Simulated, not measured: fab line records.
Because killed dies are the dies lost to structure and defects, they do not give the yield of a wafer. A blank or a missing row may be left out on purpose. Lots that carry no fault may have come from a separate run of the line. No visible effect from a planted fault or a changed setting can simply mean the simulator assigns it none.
fab line records	flow sky130
[record] lots = 24	wafers = 72	last_day = 50
route steps=708 shown SONOS_TUNNEL@166 SONOS_ONO@171 SD_P@359 LI_CONTACT@365
lots untouched by any fault: they come from a run of this same line in which no faults occurred
start_h: hours from the record's opening day to when the first of the lot's shown wafers began	wait_h: hours from the lot's prior step to this one	" identical to the entry in the row above	L1.1+2: one row covering several wafers at once	- no value present, or no start provided	* or withheld: withheld	< > ~ a bound
route shown NAME@n: names a module that has steps shown in the file, with the first one's number in the route	usual: mean and standard deviation over wafers with no fault	same: alike in all rows	chamber/n: place in a boat	sites: each site's reading	_std_site: the values' standard deviation	_edge_site: inner sites' mean taken away from outer sites' mean	radius_mm: for every site, how far away it sits from the centre of the wafer	mask NAME#n: copy n	behind: the last tool/chamber to shape the wafer	hold: what put the lot on hold/how long, in hours/how the hold closed	device: names the non-switching transistor (n, p or np)	end of line: tests of these same wafers at the route's end	a step given without rows: its recipe and nothing more	killed: count of dies lost to structure and defects at first sort (not the wafer's yield)	map: the dies of a wafer, with x for killed, . for not killed, _ for no die there
set.NAME: the setting as run; set.NAME@STEP: as run at that earlier step	model.NAME: the simulator's own value behind a step, which no gauge read
the route's steps for a sample of lots (tables are steps, rows are wafers)
[[steps]]
[step SKY_SONOS_TUNNEL_TW_MEAS_12]
[usual] SONOS_TUNNEL_TW = 196.0/0.74
lot.wafer	tool	chamber	start_h	wait_h	SONOS_TUNNEL_TW
L074.2	film_metro-04	-	254.25	0.0	196.8
L074.4	"	-	"	"	196.6
L074.5	"	-	"	"	196.0
L075.1	film_metro-03	-	257.13	0.0	195.7
L075.2	"	-	"	"	196.4
L075.6	"	-	"	"	195.2
L076.1	film_metro-04	-	266.78	0.0	197.3
L076.3	"	-	"	"	196.6
L076.5	"	-	"	"	197.4
L077.1	film_metro-03	-	273.28	0.0	196.6
L077.4	"	-	"	"	197.1
L077.6	"	-	"	"	196.5
L078.2	film_metro-03	-	283.55	0.0	195.5
L078.3	"	-	"	"	195.5
L078.4	"	-	"	"	196.6
L079.1	film_metro-04	-	290.84	0.0	195.1
L079.3	"	-	"	"	196.0
L079.5	"	-	"	"	196.1
L080.1	film_metro-03	-	307.44	0.0	196.9
L080.4	"	-	"	"	196.0
L080.6	"	-	"	"	195.6
L081.1	film_metro-04	-	313.84	0.0	194.9
L081.4	"	-	"	"	195.7
L081.6	"	-	"	"	195.6
L082.1	film_metro-02	-	319.52	0.0	196.2
L082.2	"	-	"	"	194.4
L082.5	"	-	"	"	194.3
L084.2	film_metro-04	-	336.75	0.0	196.3
L084.4	"	-	"	"	196.1
L084.6	"	-	"	"	196.5
L083.2	film_metro-03	-	337.39	0.0	195.8
L083.4	"	-	"	"	194.9
L083.6	"	-	"	"	195.1
L085.2	film_metro-04	-	345.24	0.0	195.0
L085.4	"	-	"	"	196.2
L085.5	"	-	"	"	196.2
L086.1	film_metro-02	-	352.53	0.0	194.6
L086.4	"	-	"	"	195.4
L086.6	"	-	"	"	195.0
L087.1	film_metro-03	-	354.09	0.0	195.5
L087.5	"	-	"	"	195.7
L087.6	"	-	"	"	196.1
L088.1	film_metro-04	-	365.37	0.0	196.3
L088.3	"	-	"	"	196.8
L088.4	"	-	"	"	195.7
L089.1	film_metro-04	-	376.37	0.0	196.7
L089.2	"	-	"	"	196.7
L089.3	"	-	"	"	196.9
L090.2	film_metro-02	-	379.90	0.0	195.3
L090.4	"	-	"	"	194.6
L090.6	"	-	"	"	195.1
L091.1	film_metro-03	-	387.05	0.0	196.0
L091.3	"	-	"	"	195.9
L091.6	"	-	"	"	195.8
L092.4	film_metro-04	-	394.11	0.0	198.1
L092.5	"	-	"	"	195.6
L092.6	"	-	"	"	195.3
L093.3	film_metro-02	-	403.31	0.0	196.5
L093.4	"	-	"	"	195.9
L093.6	"	-	"	"	195.6
L094.1	film_metro-04	-	407.29	0.0	196.8
L094.4	"	-	"	"	195.9
L094.5	"	-	"	"	196.6
L095.1	film_metro-02	-	419.54	0.0	195.8
L095.4	"	-	"	"	195.5
L095.6	"	-	"	"	196.4
L096.2	film_metro-03	-	424.74	0.0	194.8
L096.4	"	-	"	"	195.3
L096.5	"	-	"	"	195.6
L097.1	film_metro-02	-	432.42	0.0	195.5
L097.3	"	-	"	"	195.2
L097.6	"	-	"	"	195.4
[step SKY_SONOS_ONO_THK_MEAS_03]
[recipe] reads = Si3N4_of_SONOS_ONO_CVD_02
[usual] SONOS_ONO_CVD_02_THK = 10.44/0.12
lot.wafer	tool	chamber	start_h	wait_h	SONOS_ONO_CVD_02_THK[nm]
L074.2	film_metro-01	-	259.66	0.0	10.45
L074.4	"	-	"	"	10.35
L074.5	"	-	"	"	10.50
L075.1	film_metro-02	-	263.69	0.0	10.39
L075.2	"	-	"	"	10.51
L075.6	"	-	"	"	10.33
L076.1	film_metro-03	-	271.77	0.0	10.62
L076.3	"	-	"	"	10.61
L076.5	"	-	"	"	10.54
L077.1	film_metro-03	-	277.08	0.0	10.42
L077.4	"	-	"	"	10.61
L077.6	"	-	"	"	10.48
L078.2	film_metro-03	-	287.04	0.0	10.53
L078.3	"	-	"	"	10.36
L078.4	"	-	"	"	10.54
L079.1	film_metro-03	-	295.93	0.0	10.34
L079.3	"	-	"	"	10.35
L079.5	"	-	"	"	10.32
L080.1	film_metro-02	-	309.97	0.0	10.67
L080.4	"	-	"	"	10.72
L080.6	"	-	"	"	10.73
L081.1	film_metro-02	-	319.61	0.0	10.45
L081.4	"	-	"	"	10.63
L081.6	"	-	"	"	10.58
L082.1	film_metro-01	-	326.50	0.0	10.50
L082.2	"	-	"	"	10.45
L082.5	"	-	"	"	10.27
L083.2	film_metro-03	-	341.60	0.0	10.26
L083.4	"	-	"	"	10.33
L083.6	"	-	"	"	10.37
L084.2	film_metro-01	-	341.60	0.0	10.39
L084.4	"	-	"	"	10.40
L084.6	"	-	"	"	10.40
L085.2	film_metro-02	-	349.54	0.0	10.48
L085.4	"	-	"	"	10.54
L085.5	"	-	"	"	10.63
L086.1	film_metro-03	-	355.06	0.0	10.40
L086.4	"	-	"	"	10.28
L086.6	"	-	"	"	10.43
L087.1	film_metro-01	-	356.62	0.0	10.34
L087.5	"	-	"	"	10.35
L087.6	"	-	"	"	10.49
L088.1	film_metro-03	-	368.00	0.0	10.24
L088.3	"	-	"	"	10.41
L088.4	"	-	"	"	10.40
L089.1	film_metro-03	-	380.07	0.0	10.32
L089.2	"	-	"	"	10.31
L089.3	"	-	"	"	10.28
L090.2	film_metro-02	-	383.86	0.0	10.30
L090.4	"	-	"	"	10.35
L090.6	"	-	"	"	10.43
L091.1	film_metro-03	-	392.19	0.0	10.45
L091.3	"	-	"	"	10.41
L091.6	"	-	"	"	10.52
L092.4	film_metro-02	-	397.68	0.0	10.52
L092.5	"	-	"	"	10.57
L092.6	"	-	"	"	10.66
L093.3	film_metro-03	-	407.26	0.0	10.39
L093.4	"	-	"	"	10.53
L093.6	"	-	"	"	10.46
L094.1	film_metro-01	-	414.57	0.0	10.36
L094.4	"	-	"	"	10.41
L094.5	"	-	"	"	10.41
L095.1	film_metro-03	-	424.03	0.0	10.36
L095.4	"	-	"	"	10.42
L095.6	"	-	"	"	10.28
L096.2	film_metro-03	-	428.05	0.0	10.27
L096.4	"	-	"	"	10.31
L096.5	"	-	"	"	10.25
L097.1	film_metro-01	-	435.27	0.0	10.52
L097.3	"	-	"	"	10.33
L097.6	"	-	"	"	10.53
[step SKY_SONOS_ONO_CD_MEAS_13]
[recipe] target_cd_nm = 410
[usual] cd_nm = 410.0/2.2
lot.wafer	tool	chamber	start_h	wait_h	cd_nm
L074.2	cd_sem-01	-	284.98	0.1	408.0
L074.4	"	-	"	"	407.6
L074.5	"	-	"	"	407.6
L075.1	cd_sem-02	-	289.36	0.1	411.3
L075.2	"	-	"	"	409.5
L075.6	"	-	"	"	408.1
L076.1	cd_sem-02	-	297.89	0.1	410.5
L076.3	"	-	"	"	409.7
L076.5	"	-	"	"	408.9
L077.1	cd_sem-02	-	303.21	0.1	408.4
L077.4	"	-	"	"	410.0
L077.6	"	-	"	"	406.6
L078.2	cd_sem-02	-	314.31	0.1	412.6
L078.3	"	-	"	"	414.5
L078.4	"	-	"	"	412.3
L079.1	cd_sem-01	-	323.61	0.1	410.6
L079.3	"	-	"	"	410.8
L079.5	"	-	"	"	409.9
L080.1	cd_sem-01	-	337.59	0.1	411.2
L080.4	"	-	"	"	411.0
L080.6	"	-	"	"	411.1
L081.1	cd_sem-02	-	348.13	0.1	411.6
L081.4	"	-	"	"	410.8
L081.6	"	-	"	"	413.2
L082.1	cd_sem-01	-	354.66	0.1	411.7
L082.2	"	-	"	"	411.9
L082.5	"	-	"	"	408.2
L083.2	cd_sem-02	-	370.76	0.1	407.7
L083.4	"	-	"	"	408.3
L083.6	"	-	"	"	407.4
L084.2	cd_sem-02	-	371.33	0.1	411.8
L084.4	"	-	"	"	408.8
L084.6	"	-	"	"	408.3
L085.2	cd_sem-02	-	379.46	0.1	410.3
L085.4	"	-	"	"	411.6
L085.5	"	-	"	"	411.0
L086.1	cd_sem-02	-	385.14	0.1	403.4
L086.4	"	-	"	"	404.1
L086.6	"	-	"	"	405.3
L087.1	cd_sem-02	-	386.21	0.1	411.6
L087.5	"	-	"	"	411.9
L087.6	"	-	"	"	410.3
L088.1	cd_sem-01	-	397.46	0.1	410.7
L088.3	"	-	"	"	408.7
L088.4	"	-	"	"	409.6
L089.1	cd_sem-01	-	409.94	0.1	408.8
L089.2	"	-	"	"	410.3
L089.3	"	-	"	"	409.9
L090.2	cd_sem-01	-	414.93	0.1	410.6
L090.4	"	-	"	"	411.4
L090.6	"	-	"	"	411.7
L091.1	cd_sem-02	-	423.46	0.1	411.0
L091.3	"	-	"	"	408.8
L091.6	"	-	"	"	409.9
L092.4	cd_sem-01	-	428.42	0.1	408.5
L092.5	"	-	"	"	410.8
L092.6	"	-	"	"	408.0
L093.3	cd_sem-01	-	437.43	0.1	412.3
L093.4	"	-	"	"	411.5
L093.6	"	-	"	"	412.5
L094.1	cd_sem-02	-	445.96	0.1	412.9
L094.4	"	-	"	"	417.1
L094.5	"	-	"	"	415.5
L095.1	cd_sem-02	-	455.51	0.1	408.3
L095.4	"	-	"	"	409.7
L095.6	"	-	"	"	409.4
L096.2	cd_sem-02	-	459.68	0.1	409.4
L096.4	"	-	"	"	407.5
L096.5	"	-	"	"	408.9
L097.1	cd_sem-02	-	467.36	0.1	411.7
L097.3	"	-	"	"	409.9
L097.6	"	-	"	"	411.9
[step SKY_SD_N_RS_MEAS_17]
[recipe] thk_meas_gauge = four-point-probe
[usual] SD_P_RS = 147.1/0.34
lot.wafer	tool	chamber	start_h	wait_h	SD_P_RS[ohm/sq]
L074.2	film_metro-04	-	650.89	0.1	146.6
L074.4	"	-	"	"	146.2
L074.5	"	-	"	"	146.7
L075.1	film_metro-01	-	657.67	0.1	146.8
L075.2	"	-	"	"	147.2
L075.6	"	-	"	"	147.4
L076.1	film_metro-01	-	665.16	0.1	146.8
L076.3	"	-	"	"	147.6
L076.5	"	-	"	"	147.4
L077.1	film_metro-01	-	669.66	0.1	146.9
L077.4	"	-	"	"	146.5
L077.6	"	-	"	"	146.9
L078.2	film_metro-03	-	684.78	0.1	146.6
L078.3	"	-	"	"	147.2
L078.4	"	-	"	"	146.6
L079.1	film_metro-03	-	697.05	0.1	146.8
L079.3	"	-	"	"	147.0
L079.5	"	-	"	"	146.8
L080.1	film_metro-01	-	708.98	0.1	147.4
L080.4	"	-	"	"	147.1
L080.6	"	-	"	"	147.2
L081.1	film_metro-01	-	717.87	0.1	147.1
L081.4	"	-	"	"	147.1
L081.6	"	-	"	"	146.9
L082.1	film_metro-04	-	725.66	0.1	147.4
L082.2	"	-	"	"	147.3
L082.5	"	-	"	"	147.2
L084.2	film_metro-04	-	740.79	0.1	146.8
L084.4	"	-	"	"	146.9
L084.6	"	-	"	"	147.0
L083.2	film_metro-03	-	742.39	0.1	146.9
L083.4	"	-	"	"	146.9
L083.6	"	-	"	"	146.8
L085.2	film_metro-03	-	746.82	0.1	147.4
L085.4	"	-	"	"	146.8
L085.5	"	-	"	"	147.1
L086.1	film_metro-04	-	752.07	0.1	147.6
L086.4	"	-	"	"	147.4
L086.6	"	-	"	"	148.0
L087.1	film_metro-01	-	753.28	0.1	146.7
L087.5	"	-	"	"	146.8
L087.6	"	-	"	"	146.8
L088.1	film_metro-04	-	757.85	0.1	147.1
L088.3	"	-	"	"	147.1
L088.4	"	-	"	"	147.2
L089.1	film_metro-04	-	773.41	0.1	147.1
L089.2	"	-	"	"	147.4
L089.3	"	-	"	"	147.4
L090.2	film_metro-03	-	779.57	0.1	146.5
L090.4	"	-	"	"	147.3
L090.6	"	-	"	"	147.5
L091.1	film_metro-01	-	785.25	0.1	147.0
L091.3	"	-	"	"	147.4
L091.6	"	-	"	"	147.2
L092.4	film_metro-01	-	793.52	0.1	147.6
L092.5	"	-	"	"	147.2
L092.6	"	-	"	"	147.3
L093.3	film_metro-04	-	795.74	0.1	147.3
L093.4	"	-	"	"	147.4
L093.6	"	-	"	"	147.4
L094.1	film_metro-03	-	800.42	0.1	147.0
L094.4	"	-	"	"	146.7
L094.5	"	-	"	"	147.0
L095.1	film_metro-04	-	814.87	0.1	146.7
L095.4	"	-	"	"	147.5
L095.6	"	-	"	"	147.1
L096.2	film_metro-01	-	816.18	0.1	147.0
L096.4	"	-	"	"	146.9
L096.5	"	-	"	"	147.0
L097.1	film_metro-01	-	824.95	0.1	147.3
L097.3	"	-	"	"	147.5
L097.6	"	-	"	"	147.1
[step SKY_LI_CONTACT_BOW_MEAS_03]
[recipe] mode = bow
[usual] LI_CONTACT_BOW = 56/7.1
lot.wafer	tool	chamber	start_h	wait_h	LI_CONTACT_BOW[um]
L074.2	film_metro-04	-	651.63	0.3	56
L074.4	"	-	"	"	51
L074.5	"	-	"	"	57
L075.1	film_metro-01	-	658.39	0.1	50
L075.2	"	-	"	"	49
L075.6	"	-	"	"	60
L076.1	film_metro-04	-	665.90	0.2	52
L076.3	"	-	"	"	59
L076.5	"	-	"	"	62
L077.1	film_metro-01	-	670.40	0.2	65
L077.4	"	-	"	"	58
L077.6	"	-	"	"	62
L078.2	film_metro-04	-	685.50	0.3	60
L078.3	"	-	"	"	61
L078.4	"	-	"	"	76
L079.1	film_metro-03	-	697.77	0.1	63
L079.3	"	-	"	"	44
L079.5	"	-	"	"	54
L080.1	film_metro-03	-	709.70	0.2	61
L080.4	"	-	"	"	49
L080.6	"	-	"	"	54
L081.1	film_metro-03	-	718.59	0.2	55
L081.4	"	-	"	"	50
L081.6	"	-	"	"	54
L082.1	film_metro-04	-	726.38	0.1	71
L082.2	"	-	"	"	60
L082.5	"	-	"	"	44
L084.2	film_metro-03	-	741.51	0.3	45
L084.4	"	-	"	"	48
L084.6	"	-	"	"	52
L083.2	film_metro-04	-	743.11	0.3	62
L083.4	"	-	"	"	57
L083.6	"	-	"	"	57
L085.2	film_metro-01	-	747.73	0.1	56
L085.4	"	-	"	"	58
L085.5	"	-	"	"	56
L086.1	film_metro-01	-	752.79	0.2	60
L086.4	"	-	"	"	65
L086.6	"	-	"	"	59
L087.1	film_metro-01	-	754.04	0.2	45
L087.5	"	-	"	"	67
L087.6	"	-	"	"	53
L088.1	film_metro-01	-	758.57	0.2	59
L088.3	"	-	"	"	57
L088.4	"	-	"	"	72
L089.1	film_metro-01	-	774.13	0.2	73
L089.2	"	-	"	"	59
L089.3	"	-	"	"	48
L090.2	film_metro-01	-	780.29	0.2	54
L090.4	"	-	"	"	42
L090.6	"	-	"	"	59
L091.1	film_metro-01	-	785.97	0.1	43
L091.3	"	-	"	"	45
L091.6	"	-	"	"	58
L092.4	film_metro-01	-	794.36	0.3	63
L092.5	"	-	"	"	57
L092.6	"	-	"	"	47
L093.3	film_metro-04	-	796.46	0.2	61
L093.4	"	-	"	"	54
L093.6	"	-	"	"	63
L094.1	film_metro-03	-	801.14	0.1	57
L094.4	"	-	"	"	49
L094.5	"	-	"	"	54
L095.1	film_metro-01	-	815.59	0.1	46
L095.4	"	-	"	"	55
L095.6	"	-	"	"	57
L096.2	film_metro-01	-	816.90	0.2	65
L096.4	"	-	"	"	58
L096.5	"	-	"	"	55
L097.1	film_metro-04	-	825.67	0.2	48
L097.3	"	-	"	"	54
L097.6	"	-	"	"	52
[step SKY_LI_CONTACT_OVL_MEAS_13]
[usual] LI_CONTACT_OVL = 0/6.4
lot.wafer	tool	chamber	start_h	wait_h	LI_CONTACT_OVL[nm]
L074.2	overlay-02	-	679.58	0.1	-2
L074.4	"	-	"	"	1
L074.5	"	-	"	"	-3
L075.1	overlay-01	-	686.92	0.1	9
L075.2	"	-	"	"	0
L075.6	"	-	"	"	6
L076.1	overlay-02	-	694.23	0.1	0
L076.3	"	-	"	"	-1
L076.5	"	-	"	"	6
L077.1	overlay-01	-	698.06	0.1	-1
L077.4	"	-	"	"	-8
L077.6	"	-	"	"	2
L078.2	overlay-01	-	713.91	0.1	4
L078.3	"	-	"	"	8
L078.4	"	-	"	"	3
L079.1	overlay-02	-	726.36	0.1	8
L079.3	"	-	"	"	5
L079.5	"	-	"	"	1
L080.1	overlay-02	-	737.43	0.1	3
L080.4	"	-	"	"	5
L080.6	"	-	"	"	1
L081.1	overlay-01	-	745.87	0.1	-5
L081.4	"	-	"	"	-3
L081.6	"	-	"	"	0
L082.1	overlay-02	-	754.17	0.1	5
L082.2	"	-	"	"	4
L082.5	"	-	"	"	3
L084.2	overlay-02	-	767.96	0.1	-4
L084.4	"	-	"	"	-5
L084.6	"	-	"	"	-2
L083.2	overlay-02	-	769.74	0.1	3
L083.4	"	-	"	"	-3
L083.6	"	-	"	"	4
L085.2	overlay-01	-	774.91	0.1	3
L085.4	"	-	"	"	-3
L085.5	"	-	"	"	-7
L086.1	overlay-02	-	779.17	0.1	-1
L086.4	"	-	"	"	-3
L086.6	"	-	"	"	3
L087.1	overlay-02	-	780.76	0.1	3
L087.5	"	-	"	"	-3
L087.6	"	-	"	"	2
L088.1	overlay-01	-	784.98	0.1	-3
L088.3	"	-	"	"	0
L088.4	"	-	"	"	-2
L089.1	overlay-01	-	801.12	0.1	-11
L089.2	"	-	"	"	-13
L089.3	"	-	"	"	-11
L090.2	overlay-02	-	806.16	0.1	5
L090.4	"	-	"	"	8
L090.6	"	-	"	"	-2
L091.1	overlay-01	-	812.83	0.1	11
L091.3	"	-	"	"	14
L091.6	"	-	"	"	11
L092.4	overlay-02	-	820.59	0.1	-8
L092.5	"	-	"	"	-6
L092.6	"	-	"	"	1
L093.3	overlay-02	-	822.42	0.1	-1
L093.4	"	-	"	"	-2
L093.6	"	-	"	"	0
L094.1	overlay-02	-	827.78	0.1	10
L094.4	"	-	"	"	15
L094.5	"	-	"	"	10
L095.1	overlay-02	-	841.98	0.1	-7
L095.4	"	-	"	"	-11
L095.6	"	-	"	"	-11
L096.2	overlay-01	-	843.54	0.1	-6
L096.4	"	-	"	"	-3
L096.5	"	-	"	"	3
L097.1	overlay-02	-	852.38	0.1	10
L097.3	"	-	"	"	8
L097.6	"	-	"	"	3
[[key]]
fault none
